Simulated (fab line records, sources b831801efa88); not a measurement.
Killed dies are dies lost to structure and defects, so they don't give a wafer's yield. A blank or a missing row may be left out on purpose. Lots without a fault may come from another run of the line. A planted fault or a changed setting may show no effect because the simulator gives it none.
Chamber matching | flow gf180mcu | GF_V5_CVD_02 on pecvd-02: 3 sister chambers
The step deposits SiO2 from TEOS, target thk 1450 nm, time 163.28 s. 3 wafers are shown with their chamber, then 9 later ones without.

WAFERS WITH THEIR CHAMBER
wafer  | chamber | heater_power_w (W)
L263.4 | 0       | 808
L271.2 | 1       | 700
L271.5 | 2       | 560

WAFERS WITHOUT THEIR CHAMBER
wafer  | heater_power_w (W)
L273.2 | 661
L273.3 | 606
L273.6 | 790
L275.3 | 823
L275.4 | 553
L275.6 | 677
L278.2 | 841
L278.4 | 669
L278.6 | 700

WHICH CHAMBER EACH WENT THROUGH
wafer  | from the rows above     | in truth
L273.2 | 1                       | 1
L273.3 | can't be placed: 2 or 1 | 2
L273.6 | 0                       | 0
L275.3 | 0                       | 0
L275.4 | 2                       | 2
L275.6 | 1                       | 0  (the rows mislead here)
L278.2 | 0                       | 0
L278.4 | 1                       | 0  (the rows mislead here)
L278.6 | 1                       | 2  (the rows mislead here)
Placed correctly: 5 of 9. Can't be placed from these rows: 1 (the true chamber is among the candidates in 1). Placed wrongly: 3.
How it was worked out, from the rows above alone: a wafer's distance from a chamber is the root of the sum, over the readings, of the square of ((its reading less the chamber's mean) divided by the reading's scatter). The wafer belongs to the nearest chamber; if the next one is less than 2 further off, it can't be placed. A chamber's mean is the mean of its shown wafers. The scatter: with one shown wafer a chamber, the root of the mean of the squares of how far each hidden wafer lies from its nearest shown one.
